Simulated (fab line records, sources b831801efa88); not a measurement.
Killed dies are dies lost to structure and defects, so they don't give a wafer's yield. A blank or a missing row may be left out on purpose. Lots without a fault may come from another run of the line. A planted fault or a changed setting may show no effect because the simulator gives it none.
A struck lot beside a sound one | flow sky130 | 43 steps out of a route of 708
Sound: wafers L561.1, L561.2, L561.3. Struck: wafers L573.1, L573.3, L573.5. The cause comes at the end.
At each step with rows: each side's tool, then ch and its chambers, then its first start. Under that, the readings that differ: sound wafers | struck wafers | difference of the means | sigmas: that difference in standard deviations of wafers without a fault.
alike: readings whose means differ by less than 2 such deviations, and words and numbers that are the same on both sides. not compared: withheld readings, readings that some wafer has no value for, bounds like >300 that may hide the same value, and numbers for which the record gives no deviation and whose values overlap.
The two part at a step that has a row with sigmas, a row that says differs or no value, or rows on one side only. Numbers that don't overlap but have no deviation are shown without sigmas and don't part them. A reading that every wafer of one side lacks parts them only if that side has two wafers or more.

SKY_GATE_OXIDE_TW_MEAS_14:
  sound on film_metro-04, day 14 13:51; struck on film_metro-02, day 18 22:59
  alike: GATE_OXIDE_TW
then, 3 steps without rows for these wafers: SKY_GATE_OXIDE_CLEAN_15 (cleans in SC1/SC2, time 150 s); SKY_GATE_OXIDE_OXIDATION_16 (stabilise 600 s, purge 300 s, target thk 3.57 nm); SKY_POLY_GATE_CVD_00 (deposits poly-Si, target thk 180 nm, time 720 s).
SKY_POLY_GATE_THK_MEAS_01:
  sound on film_metro-01, day 14 18:04; struck on film_metro-04, day 19 02:33
  alike: POLY_GATE_CVD_00_THK
then, 7 steps without rows for these wafers: SKY_RES_PROTECT_DEHYDRATE_00 (time 60 s); SKY_RES_PROTECT_HMDS_01 (prime time 60 s); SKY_RES_PROTECT_COAT_02 (resist thk 1140 nm); SKY_RES_PROTECT_SOFTBAKE_03 (time 60 s); SKY_RES_PROTECT_EXPOSE_04 (exposes mask RPM, target cd 1270 nm); SKY_RES_PROTECT_PEB_05; SKY_RES_PROTECT_DEVELOP_06 (develop time 60 s).
SKY_POLY_GATE_IMPLANT_02:
  sound on implanter-03 ch 0, day 15 21:16; struck on implanter-02 ch 0, day 20 09:21
  alike: beam_on_s, end_station_pressure_torr
SKY_RES_PROTECT_STRIP_07: strips in O2/N2.
  sound on plasma_asher-04 ch 0,1, day 15 21:25; struck on plasma_asher-01 ch 1, day 20 09:30
  alike: chamber_pressure_mTorr, drypump_motor_current_A, oes_product_au, strip_time_to_endpoint_s
  not compared: rf_hours_counter_h
SKY_RES_PROTECT_TW_MEAS_08:
  sound on film_metro-04, day 15 21:31; struck on film_metro-04, day 20 09:36
  alike: POLY_GATE_TW
then, 2 steps without rows for these wafers: SKY_RES_PROTECT_CLEAN_09 (cleans in SC1/SC2, time 150 s); SKY_POLY_GATE_CVD_03 (deposits Si3N4 from DCS/NH3, target thk 75 nm, time 1290 s).
SKY_POLY_GATE_THK_MEAS_04:
  sound on film_metro-01, day 16 00:01; struck on film_metro-01, day 20 11:04
  alike: POLY_GATE_CVD_03_THK
then, 8 steps without rows for these wafers: SKY_POLY_GATE_DEHYDRATE_05 (time 60 s); SKY_POLY_GATE_HMDS_06 (prime time 60 s); SKY_POLY_GATE_COAT_07 (resist thk 110 nm); SKY_POLY_GATE_COAT_08 (resist thk 450 nm); SKY_POLY_GATE_SOFTBAKE_09 (time 90 s); SKY_POLY_GATE_EXPOSE_10 (exposes mask P1M, target cd 150 nm); SKY_POLY_GATE_PEB_11; SKY_POLY_GATE_DEVELOP_12 (develop time 60 s).
SKY_POLY_GATE_CD_MEAS_13: target cd 150 nm.
  sound on cd_sem-01, day 17 05:07; struck on cd_sem-01, day 21 18:16
  alike: cd_nm
SKY_POLY_GATE_OVL_MEAS_14:
  sound on overlay-02, day 17 05:14; struck on overlay-02, day 21 18:23
  reading            | sound   | struck      | difference | sigmas
  POLY_GATE_OVL (nm) | -6 4 -2 | -16 -12 -16 | -13        | -2
SKY_POLY_GATE_ETCH_15: etches BARC in N2/H2, stops on SiO2, time 118.5 s, target depth 110 nm.
  sound on rie_diel-02 ch 0,2,3, day 17 05:16; struck on rie_diel-01 ch 0,1,2, day 21 18:26
  alike: chamber_pressure_mTorr, drypump_motor_current_A, oes_product_au, throttle_valve_pct
  not compared: rf_hours_counter_h
SKY_POLY_GATE_ETCH_16: etches Si3N4 in CH3F/O2, stops on poly-Si, time 147.5 s, target depth 75 nm.
  sound on rie_diel-02 ch 0,2,3, day 17 05:21; struck on rie_diel-01 ch 0,1,2, day 21 18:31
  alike: chamber_pressure_mTorr, drypump_motor_current_A, oes_product_au, throttle_valve_pct
  not compared: rf_hours_counter_h
SKY_POLY_GATE_ETCH_17: etches poly-Si in HBr/Cl2, stops on SiO2, target depth 180 nm, time 70.5 s.
  sound on rie_si-01 ch 0,1,3, day 17 05:27; struck on rie_si-02 ch 0,1, day 21 18:37
  alike: chamber_pressure_mTorr, drypump_motor_current_A, oes_product_au, throttle_valve_pct
  not compared: rf_hours_counter_h
SKY_POLY_GATE_STRIP_18: strips in O2/N2.
  sound on plasma_asher-02 ch 0,1, day 17 05:30; struck on plasma_asher-03 ch 0,1, day 21 18:40
  alike: chamber_pressure_mTorr, drypump_motor_current_A, oes_product_au, strip_time_to_endpoint_s
  not compared: rf_hours_counter_h
then, 2 steps without rows for these wafers: SKY_POLY_GATE_CLEAN_19 (cleans in SC1/SC2, time 150 s); SKY_POLY_GATE_OXIDATION_20 (stabilise 600 s, purge 300 s, target thk 4 nm).
SKY_POLY_GATE_THK_MEAS_21:
  sound on film_metro-03, day 17 06:55; struck on film_metro-04, day 21 20:04
  alike: POLY_GATE_OXIDATION_THK
SKY_POLY_GATE_CD_MEAS_22:
  sound on cd_sem-02, day 17 06:58; struck on cd_sem-01, day 21 20:07
  alike: cd_nm
then, 6 steps without rows for these wafers: SKY_LDD_N_DEHYDRATE_00 (time 60 s); SKY_LDD_N_HMDS_01 (prime time 60 s); SKY_LDD_N_COAT_02 (resist thk 300 nm); SKY_LDD_N_SOFTBAKE_03 (time 60 s); SKY_LDD_N_EXPOSE_04 (exposes mask NTM, target cd 840 nm); SKY_LDD_N_PEB_05.
-- the record jumps here: 28 days lie between the struck wafers' starts before and after (it left off in module LDD_N and takes up again in module PAD_OPEN, whose first step shown is number 708 of the route) --
SKY_PAD_OPEN_PROBE_99:
  sound on prober-02, day 46 10:34; struck on prober-02, day 49 09:49
  reading                                           | sound                | struck               | difference | sigmas
  model.etest.diode_nwell_sub.leak_log10_a_cm2      | -6.908 -7.271 -7.398 | -5.763 -5.822 -5.72  | +1.424     |
  model.etest.diode_dnwell_sub.leak_log10_a_cm2     | -7.133 -7.446 -7.187 | -5.745 -5.75 -6.069  | +1.401     |
  model.etest.diode_pwell_dnwell.leak_log10_a_cm2   | -7.554 -7.418 -7.511 | -6.501 -6.203 -5.956 | +1.274     |
  model.etest.diode_ndiff_pwell_hv.leak_log10_a_cm2 | -6.563 -6.597 -6.693 | -5.866 -5.881 -5.631 | +0.825     |
  model.etest.diode_pdiff_nwell_hv.leak_log10_a_cm2 | -6.736 -6.509 -6.577 | -5.602 -5.847 -5.614 | +0.920     |
  model.etest.diode_ndiff_pwell.leak_log10_a_cm2    | -7.262 -7.146 -7.537 | -6.69 -6.334 -6.208  | +0.90      |
  model.etest.diode_pdiff_nwell.leak_log10_a_cm2    | -7.495 -7.539 -7.051 | -6.603 -6.248 -6.742 | +0.831     |
  model.etest.nfet_16v.off_log10_a_um               | -13.86 -13.92 -13.77 | -13.11 -13.05 -13.06 | +0.78      |
  alike: killed_at_M0_to_M3, killed_at_M4_up, killed_at_contacts, killed_at_front_end, killed_at_other, killed_dies, killed_on_rim, killed_open, killed_short

WHERE THEY PART
Only at SKY_POLY_GATE_OVL_MEAS_14, within this record. Later steps at which nothing parts them and some readings are alike: SKY_POLY_GATE_ETCH_15, SKY_POLY_GATE_ETCH_16, SKY_POLY_GATE_ETCH_17, SKY_POLY_GATE_STRIP_18, SKY_POLY_GATE_THK_MEAS_21, SKY_POLY_GATE_CD_MEAS_22, SKY_PAD_OPEN_PROBE_99.

WHY: what the simulator had put in
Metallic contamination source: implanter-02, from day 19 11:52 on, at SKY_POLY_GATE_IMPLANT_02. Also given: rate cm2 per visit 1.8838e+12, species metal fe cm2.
